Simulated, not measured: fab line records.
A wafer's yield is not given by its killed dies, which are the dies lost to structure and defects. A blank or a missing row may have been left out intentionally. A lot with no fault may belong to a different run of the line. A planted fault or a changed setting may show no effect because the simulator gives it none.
What tool caused it? :: flow sky130 :: 12 lots (36 wafers sampled), 1 step of a 708-step route

## WHAT EACH GAUGE READ, for each wafer
SKY_FIELD_ISO_CD_MEAS_13: the cd target is 150 nm.
lot: L075
measured: day 2 11:00
on: cd_sem-02
cd_nm (nm): 149.1 147.6 148.7

lot: L077
measured: day 3 01:21
on: cd_sem-02
cd_nm (nm): 155.8 153.0 153.3

lot: L079
measured: day 3 08:24
on: cd_sem-01
cd_nm (nm): 151.7 151.4 150.0

lot: L081
measured: day 3 17:45
on: cd_sem-02
cd_nm (nm): 150.1 151.6 151.9

lot: L083
measured: day 4 02:52
on: cd_sem-02
cd_nm (nm): 150.4 149.4 150.8

lot: L085
measured: day 4 14:28
on: cd_sem-01
cd_nm (nm): 147.5 147.7 148.6

lot: L087
measured: day 5 02:03
on: cd_sem-01
cd_nm (nm): 149.0 148.9 150.3

lot: L089
measured: day 5 12:33
on: cd_sem-01
cd_nm (nm): 151.5 150.1 150.1

lot: L091
measured: day 6 01:28
on: cd_sem-01
cd_nm (nm): 149.5 149.0 150.5

lot: L093
measured: day 6 09:44
on: cd_sem-01
cd_nm (nm): 151.3 152.2 151.9

lot: L095
measured: day 6 22:30
on: cd_sem-01
cd_nm (nm): 148.1 149.2 151.0

lot: L097
measured: day 7 11:54
on: cd_sem-01
cd_nm (nm): 150.1 151.5 150.1

## WHICH TOOL RAN EACH LOT (tool, then ch and the chambers of the sampled wafers, then the start)
Before these readings, the record contains no process step.

## THE ANSWER, worked out from the rows above alone
Rule: usual is defined by the lots themselves. Put in order of their means at a reading, lots are off if they are a third of the lots or fewer, leave a main group of 4 or more, and stand apart from it by a gap of 3 or more times the standard deviation of the main group's means; of several such gaps the widest counts. If all means in a main group match to the digits the tables above print for the reading, that group is not used. Also off: a lot with no number at a reading for which 4 or more lots have one. The other lots that the step has rows for count as sound.
No lot is off on any of the readings shown, so nothing can be concluded from this.

## WHAT THE SIMULATOR HAD PUT IN
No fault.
